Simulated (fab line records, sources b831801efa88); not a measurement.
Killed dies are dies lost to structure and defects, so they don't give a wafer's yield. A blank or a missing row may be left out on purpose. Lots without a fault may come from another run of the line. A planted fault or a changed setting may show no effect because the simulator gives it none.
fab line records | flow gf180mcu
record lots=24 wafers=72 last_day=34
route steps=602 shown M2@379 V2@384 M3@425 V3@443 M4@458
lots that met no fault: from a run of the same line without faults
start_h: hours from the record's first day to the start of the lot's first wafer shown | wait_h: hours since the lot's step before | " the same as in the row above | L1.1+2: a row that stands for several wafers | - no value, or no start given | * or withheld: withheld | < > ~ a bound
route shown NAME@n: a module of which the file shows steps, and the number in the route of the first | usual: mean/standard deviation of fault-free wafers | same: alike in all rows | chamber/n: place in a boat | sites: the reading at each site | _std_site: their standard deviation | _edge_site: outer sites' mean less inner sites' | radius_mm: how far each site lies from the wafer's centre | mask NAME#n: copy n | behind: the tool/chamber that last shaped the wafer | hold: why the lot was held/for how many hours/how that ended | device: the transistor (n, p or np) that didn't switch | end of line: the same wafers' tests at the end of the route | a step without rows: its recipe alone | killed: dies lost to structure and defects at the first sort, not the wafer's yield | map: a wafer's dies, x killed, . not, _ none there
set.NAME: the setting as run; set.NAME@STEP: as run at that earlier step | model.NAME: the simulator's own value behind a step, which no gauge read
steps of the route over a sample of lots; a table a step, a row a wafer
services: from which hour (start_h, from the record's first day; less than 0 if before it) a tool's chamber was out of use, for how many hours, and why
## steps
# step GF_M2_STRIP_17
# recipe chemistry=O2/N2 power_w=1400 pressure_mtorr=1500 platen_temp_c=250 o2_flow_sccm=3000 n2_flow_sccm=300 overash_fraction=0.5
# usual drypump_motor_current_A=5.6/0.35 heater_power_w=329/9.4 n2_flow_sccm=300.1/0.97 oes_product_au=0.558/0.0048 strip_time_to_endpoint_s=7.88/0.049
# columns lot.wafer tool chamber start_h wait_h drypump_motor_current_A heater_power_w n2_flow_sccm oes_product_au rf_hours_counter_h strip_time_to_endpoint_s
L074.3 plasma_asher-04 1 437.14 0.1 5.6 325 300.2 0.556 - 7.89
L074.5 " 1 " " 5.6 328 300.9 0.570 - 7.88
L074.6 " 0 " " 5.2 326 301.4 0.559 - 7.89
L075.1 plasma_asher-04 1 448.17 0.1 5.6 339 298.9 0.566 36 7.96
L075.4 " 0 " " 5.2 319 301.3 0.550 - 7.91
L075.5 " 0 " " 5.2 334 301.5 0.558 - 7.98
L076.1 plasma_asher-04 0 459.37 0.1 5.2 316 301.2 0.555 37 7.89
L076.2 " 1 " " 5.6 348 300.7 0.564 37 7.94
L076.6 " 1 " " 5.6 337 300.5 0.562 - 7.99
L077.1 plasma_asher-03 0 462.03 0.1 5.4 328 298.3 0.559 69 7.92
L077.4 " 0 " " 5.4 335 299.8 0.558 - 8.02
L077.6 " 0 " " 5.4 331 299.9 0.561 - 7.92
L078.2 plasma_asher-04 1 477.92 0.1 5.6 338 299.9 0.564 39 7.87
L078.5 " 0 " " 5.2 330 300.4 0.547 - 7.79
L078.6 " 1 " " 5.6 336 299.8 0.557 - 7.89
L079.1 plasma_asher-03 0 485.67 0.1 5.4 335 300.5 0.555 71 7.92
L079.5 " 1 " " 6.2 338 300.8 0.559 - 7.95
L079.6 " 0 " " 5.4 328 299.5 0.563 - 7.86
L080.2 plasma_asher-04 0 493.67 0.1 5.2 328 298.1 0.559 41 7.85
L080.5 " 0 " " 5.2 327 299.7 0.558 - 7.77
L080.6 " 1 " " 5.6 338 300.2 0.562 - 7.91
L081.1 plasma_asher-03 1 497.47 0.1 6.2 328 302.0 0.558 72 7.86
L081.3 " 0 " " 5.4 339 299.8 0.563 - 7.88
L081.6 " 1 " " 6.2 338 300.5 0.556 - 7.93
L082.1 plasma_asher-03 0 517.10 0.1 5.4 341 300.7 0.565 74 7.89
L082.5 " 1 " " 6.3 329 299.9 0.563 - 7.91
L082.6 " 0 " " 5.4 334 300.9 0.562 - 7.92
L083.3 plasma_asher-04 0 520.77 0.1 5.2 334 300.2 0.553 - 7.83
L083.5 " 1 " " 5.6 337 300.1 0.562 - 7.87
L083.6 " 0 " " 5.2 325 299.3 0.561 - 7.86
L084.1 plasma_asher-02 0 529.17 0.1 5.5 333 300.2 0.553 8 7.86
L084.3 " 0 " " 5.5 328 301.0 0.562 - 7.90
L084.5 " 1 " " 5.8 303 296.9 0.558 - 7.93
L085.1 plasma_asher-03 1 540.02 0.1 6.2 330 300.0 0.558 77 7.87
L085.5 " 1 " " 6.2 340 298.1 0.550 - 7.87
L085.6 " 0 " " 5.4 342 299.4 0.550 - 7.79
L086.4 plasma_asher-03 1 542.06 0.1 6.3 335 300.1 0.553 - 7.78
L086.5 " 0 " " 5.4 332 300.4 0.554 - 7.80
L086.6 " 1 " " 6.3 335 299.3 0.561 - 7.82
L087.1 plasma_asher-04 0 551.07 0.1 5.2 330 300.7 0.555 47 7.91
L087.5 " 1 " " 5.6 325 300.8 0.558 - 7.87
L087.6 " 0 " " 5.2 331 300.2 0.557 - 7.81
L088.1 plasma_asher-03 0 556.37 0.1 5.4 334 300.4 0.554 79 7.83
L088.2 " 1 " " 6.2 330 300.4 0.554 79 7.85
L088.4 " 0 " " 5.4 326 300.3 0.557 - 7.89
L089.2 plasma_asher-03 0 576.28 0.1 5.4 331 298.5 0.560 81 7.90
L089.3 " 1 " " 6.3 333 300.0 0.553 - 7.85
L089.6 " 0 " " 5.4 332 299.9 0.560 - 7.86
L090.2 plasma_asher-02 0 579.18 0.1 5.6 326 302.0 0.561 13 7.93
L090.4 " 0 " " 5.5 332 300.9 0.562 - 7.93
L090.5 " 0 " " 5.5 316 300.3 0.564 - 7.93
L091.2 plasma_asher-02 1 589.52 0.1 5.9 306 299.5 0.565 14 7.90
L091.3 " 0 " " 5.5 324 299.7 0.564 - 7.91
L091.4 " 1 " " 5.8 306 300.6 0.565 - 7.95
L092.1 plasma_asher-04 0 592.32 0.1 5.2 322 299.0 0.552 52 7.80
L092.2 " 1 " " 5.6 333 299.7 0.555 52 7.83
L092.3 " 0 " " 5.2 332 300.2 0.559 - 7.82
L093.1 plasma_asher-02 1 596.77 0.1 5.8 311 299.9 0.554 15 7.87
L093.3 " 0 " " 5.6 323 299.4 0.546 - 7.88
L093.4 " 1 " " 5.8 313 298.9 0.566 - 7.87
L094.2 plasma_asher-02 1 603.92 0.1 5.8 309 303.7 0.554 16 7.85
L094.3 " 1 " " 5.9 310 301.7 0.556 - 7.85
L094.5 " 0 " " 5.5 318 300.9 0.562 - 7.87
L095.1 plasma_asher-04 1 611.47 0.1 5.6 345 300.8 0.556 54 7.87
L095.5 " 1 " " 5.6 337 299.7 0.564 - 7.89
L095.6 " 0 " " 5.2 337 299.3 0.558 - 7.87
L096.4 plasma_asher-03 0 622.00 0.1 5.4 327 300.3 0.563 - 7.93
L096.5 " 0 " " 5.4 335 299.6 0.557 - 7.95
L096.6 " 1 " " 6.2 333 298.9 0.561 - 7.88
L097.2 plasma_asher-04 1 625.54 0.1 5.6 339 298.6 0.553 55 7.91
L097.5 " 0 " " 5.2 331 299.7 0.553 - 7.87
L097.6 " 1 " " 5.6 338 298.4 0.549 - 7.90
# step GF_V2_CVD_02
# recipe material=SiO2 target_thk_nm=850 precursor=TEOS temp_c=400 time_s=94.851 rf_w=600
# usual heater_power_w=597/160 susceptor_temp_C=400.00/0.18
# same time_s=94.851
# columns lot.wafer tool chamber start_h wait_h heater_power_w susceptor_temp_C
L074.3 pecvd-03 2 437.78 0.0 897 400.12
L074.5 " 2 " " 733 400.23
L074.6 " 0 " " 925 399.97
L075.1 pecvd-02 1 448.87 0.1 628 399.90
L075.4 " 0 " " 396 400.18
L075.5 " 2 " " 612 399.78
L076.1 pecvd-04 1 460.04 0.1 518 400.44
L076.2 " 2 " " 620 399.88
L076.6 " 1 " " 385 400.32
L077.1 pecvd-04 0 462.69 0.1 473 399.65
L077.4 " 2 " " 645 399.85
L077.6 " 1 " " 451 399.90
L078.2 pecvd-04 2 478.59 0.0 604 400.16
L078.5 " 0 " " 551 400.04
L078.6 " 1 " " 463 399.89
L079.1 pecvd-04 2 486.34 0.1 531 399.72
L079.5 " 1 " " 395 400.17
L079.6 " 0 " " 551 400.08
L080.2 pecvd-02 1 494.37 0.0 635 400.13
L080.5 " 2 " " 632 400.01
L080.6 " 0 " " 412 400.13
L081.1 pecvd-03 2 498.17 0.1 750 399.99
L081.3 " 1 " " 577 400.02
L081.6 " 2 " " 813 399.93
L082.1 pecvd-02 0 517.77 0.1 320 399.68
L082.5 " 0 " " 368 399.97
L082.6 " 2 " " 623 399.76
L083.3 pecvd-03 2 521.40 0.0 785 399.77
L083.5 " 2 " " 836 400.30
L083.6 " 1 " " 560 400.21
L084.1 pecvd-04 2 529.94 0.1 640 400.00
L084.3 " 0 " " 514 400.09
L084.5 " 2 " " 660 399.74
L085.1 pecvd-04 1 540.68 0.1 489 400.24
L085.5 " 1 " " 386 399.94
L085.6 " 2 " " 654 400.02
L086.4 pecvd-02 1 542.72 0.1 689 399.91
L086.5 " 0 " " 369 400.09
L086.6 " 2 " " 631 399.79
L087.1 pecvd-04 0 551.73 0.1 535 400.08
L087.5 " 2 " " 603 399.76
L087.6 " 1 " " 389 400.00
L088.1 pecvd-04 1 557.04 0.1 411 399.89
L088.2 " 0 " " 531 400.25
L088.4 " 2 " " 644 400.10
L089.2 pecvd-04 1 576.95 0.0 411 400.02
L089.3 " 0 " " 502 399.80
L089.6 " 0 " " 540 400.23
L090.2 pecvd-04 1 579.85 0.0 486 399.85
L090.4 " 2 " " 530 399.84
L090.5 " 1 " " 389 400.08
L091.2 pecvd-02 1 590.19 0.0 773 400.05
L091.3 " 2 " " 644 399.97
L091.4 " 2 " " 508 399.75
L092.1 pecvd-03 2 592.99 0.1 773 400.34
L092.2 " 1 " " 494 399.71
L092.3 " 0 " " 887 400.01
L093.1 pecvd-03 1 597.44 0.1 571 400.34
L093.3 " 2 " " 894 400.12
L093.4 " 0 " " 784 399.98
L094.2 pecvd-03 0 604.63 0.0 778 399.88
L094.3 " 1 " " 596 399.83
L094.5 " 0 " " 849 399.79
L095.1 pecvd-03 2 612.17 0.1 816 400.22
L095.5 " 1 " " 572 399.85
L095.6 " 2 " " 895 400.30
L096.4 pecvd-02 1 622.71 0.1 738 399.74
L096.5 " 2 " " 567 400.38
L096.6 " 0 " " 392 400.11
L097.2 pecvd-02 1 626.21 0.0 628 400.10
L097.5 " 0 " " 362 399.94
L097.6 " 1 " " 738 400.10
# step GF_M3_METAL_ETCH_16
# recipe chemistry=Cl2/BCl3 mask_material=KrF target_depth_nm=627.5 stop_on=SiO2 pressure_mtorr=8 icp_w=800 bias_w=140 Cl2_flow_sccm=80 bcl3_flow_sccm=40 time_s=104.6
# usual drypump_motor_current_A=5.9/0.58 oes_product_au=0.973/0.0064 throttle_valve_pct=28.250/0.01
# same time_s=104.6
# columns lot.wafer tool chamber start_h wait_h drypump_motor_current_A oes_product_au rf_hours_counter_h throttle_valve_pct
L074.3 rie_metal-01 0 489.34 0.1 6.4 0.971 - 28.251
L074.5 " 0 " " 6.4 0.975 - 28.258
L074.6 " 1 " " 6.4 0.956 - 28.250
L075.1 rie_metal-04 1 499.12 0.0 5.9 0.966 8 28.253
L075.4 " 0 " " 6.3 0.967 - 28.245
L075.5 " 0 " " 6.3 0.963 - 28.259
L076.1 rie_metal-02 0 509.63 0.0 5.4 0.983 9 28.250
L076.2 " 1 " " 5.0 0.974 10 28.252
L076.6 " 0 " " 5.4 0.972 - 28.236
L077.1 rie_metal-04 0 513.07 0.0 6.3 0.974 7 28.233
L077.4 " 0 " " 6.3 0.969 - 28.242
L077.6 " 0 " " 6.3 0.980 - 28.243
L078.2 rie_metal-02 0 527.82 0.0 5.3 0.968 10 28.259
L078.5 " 1 " " 4.9 0.968 - 28.250
L078.6 " 0 " " 5.4 0.982 - 28.219
L079.1 rie_metal-04 0 535.62 0.0 6.3 0.972 7 28.258
L079.5 " 1 " " 5.9 0.970 - 28.263
L079.6 " 0 " " 6.3 0.971 - 28.246
L080.2 rie_metal-01 0 543.26 0.0 6.4 0.975 8 28.247
L080.5 " 1 " " 6.3 0.969 - 28.248
L080.6 " 0 " " 6.4 0.965 - 28.235
L081.1 rie_metal-02 1 546.11 0.0 4.9 0.972 10 28.246
L081.3 " 1 " " 4.9 0.960 - 28.251
L081.6 " 1 " " 4.9 0.973 - 28.248
L082.1 rie_metal-02 0 565.36 0.0 5.3 0.970 11 28.268
L082.5 " 0 " " 5.3 0.980 - 28.245
L082.6 " 1 " " 4.9 0.969 - 28.256
L083.3 rie_metal-01 1 568.29 0.1 6.5 0.980 - 28.265
L083.5 " 1 " " 6.4 0.982 - 28.250
L083.6 " 0 " " 6.4 0.972 - 28.266
L084.1 rie_metal-04 1 576.72 0.0 5.9 0.980 9 28.250
L084.3 " 0 " " 6.3 0.962 - 28.260
L084.5 " 0 " " 6.2 0.978 - 28.261
L085.1 rie_metal-02 1 587.26 0.0 5.0 0.980 12 28.252
L085.5 " 1 " " 4.9 0.979 - 28.251
L085.6 " 1 " " 4.9 0.978 - 28.250
L086.4 rie_metal-04 0 589.14 0.0 6.2 0.985 - 28.250
L086.5 " 0 " " 6.3 0.973 - 28.243
L086.6 " 1 " " 5.9 0.973 - 28.259
L087.1 rie_metal-01 0 598.07 0.0 6.4 0.977 10 28.246
L087.5 " 0 " " 6.4 0.972 - 28.243
L087.6 " 1 " " 6.4 0.964 - 28.240
L088.1 rie_metal-01 1 602.12 0.0 6.4 0.981 0 28.251
L088.2 " 0 " " 6.4 0.981 10 28.242
L088.4 " 0 " " 6.4 0.962 - 28.257
L089.2 rie_metal-01 1 620.84 0.1 6.4 0.957 - 28.256
L089.3 " 1 " " 6.4 0.971 - 28.269
L089.6 " 1 " " 6.3 0.969 - 28.246
L090.2 rie_metal-04 0 623.76 0.0 6.3 0.983 10 28.244
L090.4 " 0 " " 6.3 0.982 - 28.253
L090.5 " 0 " " 6.3 0.979 - 28.238
L091.2 rie_metal-01 1 634.38 0.0 6.4 0.969 2 28.258
L091.3 " 1 " " 6.4 0.978 - 28.259
L091.4 " 0 " " 6.4 0.969 - 28.241
L092.1 rie_metal-02 0 636.41 0.0 5.3 0.970 1 28.226
L092.2 " 1 " " 5.0 0.972 0 28.263
L092.3 " 0 " " 5.3 0.976 - 28.237
L093.1 rie_metal-01 1 640.87 0.0 6.4 0.976 2 28.256
L093.3 " 1 " " 6.4 0.984 - 28.248
L093.4 " 0 " " 6.4 0.965 - 28.250
L094.2 rie_metal-02 0 647.71 0.0 5.3 0.971 2 28.243
L094.3 " 0 " " 5.3 0.961 - 28.258
L094.5 " 0 " " 5.3 0.979 - 28.255
L095.1 rie_metal-01 0 654.91 0.0 6.4 0.966 12 28.260
L095.5 " 0 " " 6.4 0.963 - 28.275
L095.6 " 1 " " 6.4 0.967 - 28.264
L096.4 rie_metal-01 0 664.24 0.0 6.4 0.991 - 28.242
L096.5 " 0 " " 6.4 0.980 - 28.248
L096.6 " 1 " " 6.4 0.977 - 28.249
L097.2 rie_metal-02 1 668.17 0.0 4.9 0.972 1 28.245
L097.5 " 1 " " 4.9 0.969 - 28.252
L097.6 " 0 " " 5.4 0.973 - 28.243
# step GF_V3_CD_MEAS_14
# recipe target_cd_nm=260
# usual cd_nm=259.7/1.3
# columns lot.wafer tool chamber start_h wait_h cd_nm
L074.3 cd_sem-01 - 514.74 0.1 260.6
L074.5 " - " " 260.1
L074.6 " - " " 260.0
L075.1 cd_sem-02 - 524.20 0.1 258.5
L075.4 " - " " 258.0
L075.5 " - " " 257.6
L076.1 cd_sem-02 - 534.55 0.1 258.8
L076.2 " - " " 257.9
L076.6 " - " " 258.7
L077.1 cd_sem-02 - 537.06 0.1 259.0
L077.4 " - " " 260.2
L077.6 " - " " 259.7
L078.2 cd_sem-01 - 551.17 0.1 258.8
L078.5 " - " " 258.1
L078.6 " - " " 258.8
L079.1 cd_sem-01 - 559.20 0.1 259.8
L079.5 " - " " 260.6
L079.6 " - " " 259.7
L080.2 cd_sem-01 - 567.42 0.1 260.2
L080.5 " - " " 260.9
L080.6 " - " " 259.8
L081.1 cd_sem-02 - 569.20 0.1 259.6
L081.3 " - " " 259.8
L081.6 " - " " 260.9
L082.1 cd_sem-01 - 588.15 0.1 258.6
L082.5 " - " " 259.1
L082.6 " - " " 259.4
L083.3 cd_sem-01 - 591.34 0.1 258.7
L083.5 " - " " 258.5
L083.6 " - " " 258.3
L084.1 cd_sem-01 - 598.95 0.1 256.1
L084.3 " - " " 255.3
L084.5 " - " " 255.1
L085.1 cd_sem-01 - 609.40 0.1 259.1
L085.5 " - " " 261.4
L085.6 " - " " 259.7
L086.4 cd_sem-01 - 611.11 0.1 260.8
L086.5 " - " " 260.0
L086.6 " - " " 260.7
L087.1 cd_sem-02 - 620.16 0.1 260.0
L087.5 " - " " 260.4
L087.6 " - " " 262.4
L088.1 cd_sem-02 - 624.15 0.1 260.4
L088.2 " - " " 260.7
L088.4 " - " " 260.9
L089.2 cd_sem-02 - 642.38 0.1 260.4
L089.3 " - " " 260.3
L089.6 " - " " 259.4
L090.2 cd_sem-01 - 644.97 0.1 259.9
L090.4 " - " " 259.1
L090.5 " - " " 258.9
L091.2 cd_sem-01 - 655.52 0.1 258.0
L091.3 " - " " 259.0
L091.4 " - " " 258.3
L092.1 cd_sem-02 - 657.50 0.1 260.7
L092.2 " - " " 261.5
L092.3 " - " " 261.0
L093.1 cd_sem-01 - 661.11 0.1 259.7
L093.3 " - " " 258.7
L093.4 " - " " 259.6
L094.2 cd_sem-02 - 668.77 0.1 260.4
L094.3 " - " " 261.3
L094.5 " - " " 260.7
L095.1 cd_sem-02 - 675.95 0.1 259.7
L095.5 " - " " 261.2
L095.6 " - " " 260.3
L096.4 cd_sem-01 - 684.37 0.1 259.4
L096.5 " - " " 259.2
L096.6 " - " " 259.5
L097.2 cd_sem-02 - 688.42 0.1 261.9
L097.5 " - " " 260.6
L097.6 " - " " 260.6
# step GF_V3_ETCH_17
# recipe chemistry=C4F8/O2/Ar mask_material=KrF target=SiO2 stop_on=TiN source_w=1500 bias_w=1200 pressure_mtorr=40 c4f8_flow_sccm=withheld O2_flow_sccm=6 Ar_flow_sccm=300 time_s=withheld target_depth_a=6350
# usual oes_product_au=0.856/0.0049
# columns lot.wafer tool chamber start_h wait_h oes_product_au
L074.3 rie_diel-04 0 - - 0.861
L074.5 " 2 " " 0.860
L074.6 " 3 " " 0.857
L075.1 rie_diel-03 2 - - 0.866
L075.4 " 0 " " 0.861
L075.5 " 1 " " 0.853
L076.1 rie_diel-04 0 - - 0.855
L076.2 " 2 " " 0.853
L076.6 " 2 " " 0.857
L077.1 rie_diel-03 0 - - 0.851
L077.4 " 1 " " 0.859
L077.6 " 1 " " 0.861
L078.2 rie_diel-03 2 - - 0.851
L078.5 " 1 " " 0.855
L078.6 " 2 " " 0.853
L079.1 rie_diel-04 3 - - 0.856
L079.5 " 1 " " 0.859
L079.6 " 2 " " 0.855
L080.2 rie_diel-03 3 - - 0.859
L080.5 " 3 " " 0.858
L080.6 " 2 " " 0.851
L081.1 rie_diel-02 0 - - 0.855
L081.3 " 3 " " 0.852
L081.6 " 3 " " 0.845
L082.1 rie_diel-04 2 - - 0.860
L082.5 " 1 " " 0.856
L082.6 " 0 " " 0.854
L083.3 rie_diel-04 0 - - 0.858
L083.5 " 1 " " 0.862
L083.6 " 0 " " 0.862
L084.1 rie_diel-03 3 - - 0.860
L084.3 " 0 " " 0.859
L084.5 " 0 " " 0.862
L085.1 rie_diel-04 1 - - 0.859
L085.5 " 3 " " 0.850
L085.6 " 0 " " 0.864
L086.4 rie_diel-04 2 - - 0.851
L086.5 " 0 " " 0.857
L086.6 " 3 " " 0.851
L087.1 rie_diel-02 1 - - 0.865
L087.5 " 1 " " 0.854
L087.6 " 2 " " 0.854
L088.1 rie_diel-02 0 - - 0.856
L088.2 " 3 " " 0.858
L088.4 " 1 " " 0.853
L089.2 rie_diel-04 0 - - 0.858
L089.3 " 2 " " 0.848
L089.6 " 1 " " 0.850
L090.2 rie_diel-02 1 - - 0.855
L090.4 " 0 " " 0.862
L090.5 " 1 " " 0.848
L091.2 rie_diel-04 0 - - 0.861
L091.3 " 2 " " 0.855
L091.4 " 3 " " 0.850
L092.1 rie_diel-03 3 - - 0.857
L092.2 " 1 " " 0.856
L092.3 " 2 " " 0.861
L093.1 rie_diel-04 2 - - 0.854
L093.3 " 1 " " 0.857
L093.4 " 3 " " 0.858
L094.2 rie_diel-04 2 - - 0.861
L094.3 " 1 " " 0.850
L094.5 " 2 " " 0.849
L095.1 rie_diel-02 3 - - 0.849
L095.5 " 0 " " 0.848
L095.6 " 1 " " 0.865
L096.4 rie_diel-04 2 - - 0.855
L096.5 " 1 " " 0.849
L096.6 " 2 " " 0.858
L097.2 rie_diel-03 3 - - 0.854
L097.5 " 3 " " 0.851
L097.6 " 1 " " 0.851
# step GF_M4_SPUTTER_02
# recipe material=AlCu target_thk_nm=450 power_w=10600 time_s=23.9 chamber_pressure_pa=0.4
# usual throttle_valve_pct=30.0/0.88
# same time_s=23.9
# columns lot.wafer tool chamber start_h wait_h throttle_valve_pct
L074.3 pvd_sputter-02 - 516.34 0.0 31.9
L074.5 " - " " 30.5
L074.6 " - " " 30.2
L075.1 pvd_sputter-02 - 525.84 0.0 31.8
L075.4 " - " " 30.7
L075.5 " - " " 30.5
L076.1 pvd_sputter-02 - 536.19 0.0 30.4
L076.2 " - " " 28.8
L076.6 " - " " 30.4
L077.1 pvd_sputter-01 - 538.70 0.0 29.1
L077.4 " - " " 29.0
L077.6 " - " " 29.0
L078.2 pvd_sputter-03 - 552.79 0.0 29.5
L078.5 " - " " 29.5
L078.6 " - " " 30.7
L079.1 pvd_sputter-01 - 560.88 0.0 29.6
L079.5 " - " " 29.0
L079.6 " - " " 29.4
L080.2 pvd_sputter-02 - 569.05 0.0 30.4
L080.5 " - " " 29.9
L080.6 " - " " 30.5
L081.1 pvd_sputter-02 - 570.85 0.0 30.1
L081.3 " - " " 28.8
L081.6 " - " " 31.7
L082.1 pvd_sputter-02 - 589.79 0.0 30.5
L082.5 " - " " 31.6
L082.6 " - " " 29.0
L083.3 pvd_sputter-02 - 592.94 0.0 30.2
L083.5 " - " " 30.4
L083.6 " - " " 28.9
L084.1 pvd_sputter-03 - 600.62 0.0 30.1
L084.3 " - " " 29.5
L084.5 " - " " 29.3
L085.1 pvd_sputter-03 - 611.04 0.0 29.1
L085.5 " - " " 29.7
L085.6 " - " " 29.5
L086.4 pvd_sputter-03 - 612.72 0.0 29.6
L086.5 " - " " 29.6
L086.6 " - " " 29.9
L087.1 pvd_sputter-02 - 621.80 0.0 28.8
L087.5 " - " " 29.0
L087.6 " - " " 30.7
L088.1 pvd_sputter-03 - 625.82 0.0 30.9
L088.2 " - " " 30.0
L088.4 " - " " 29.5
L089.2 pvd_sputter-03 - 644.03 0.0 30.8
L089.3 " - " " 29.5
L089.6 " - " " 29.4
L090.2 pvd_sputter-02 - 646.63 0.0 31.8
L090.4 " - " " 30.5
L090.5 " - " " 28.7
L091.2 pvd_sputter-03 - 657.45 0.0 29.7
L091.3 " - " " 30.6
L091.4 " - " " 29.3
L092.1 pvd_sputter-01 - 659.15 0.0 29.3
L092.2 " - " " 30.9
L092.3 " - " " 29.2
L093.1 pvd_sputter-02 - 663.82 1.1 30.2
L093.3 " - " " 31.9
L093.4 " - " " 30.5
L094.2 pvd_sputter-03 - 670.40 0.0 29.5
L094.3 " - " " 29.4
L094.5 " - " " 30.1
L095.1 pvd_sputter-01 - 677.59 0.0 29.2
L095.5 " - " " 29.7
L095.6 " - " " 30.8
L096.4 pvd_sputter-01 - 685.96 0.0 29.1
L096.5 " - " " 29.4
L096.6 " - " " 29.2
L097.2 pvd_sputter-02 - 690.08 0.0 29.2
L097.5 " - " " 31.9
L097.6 " - " " 28.9
## services
# columns tool chamber start_h hours kind
pvd_sputter-03 - 417.47 2.4 repair
pvd_sputter-02 - 430.31 1.4 repair
pecvd-03 0 431.65 3.7 repair
rie_diel-04 1 447.56 6.1 repair
rie_diel-03 1 454.60 14.5 repair
rie_metal-02 - 458.71 10.0 pm
rie_diel-03 2 468.35 1.6 repair
rie_diel-04 - 470.57 14.6 pm
pecvd-02 0 475.78 4.6 repair
rie_diel-04 2 488.63 9.1 repair
rie_diel-03 - 499.76 15.6 pm
pvd_sputter-02 - 501.48 8.9 repair
rie_diel-03 2 516.93 5.5 repair
plasma_asher-04 - 523.97 1.6 repair
rie_diel-03 3 542.58 7.0 repair
pecvd-02 0 554.59 6.5 repair
pecvd-03 - 559.60 5.5 pm
rie_diel-03 - 560.23 0.5 repair
plasma_asher-03 - 577.25 18.3 repair
pecvd-04 - 589.82 1.1 repair
rie_metal-02 - 617.00 14.6 pm
rie_metal-01 0 618.27 8.9 repair
rie_diel-04 - 673.03 4.0 pm
plasma_asher-03 - 680.74 9.8 repair
## key
fault none
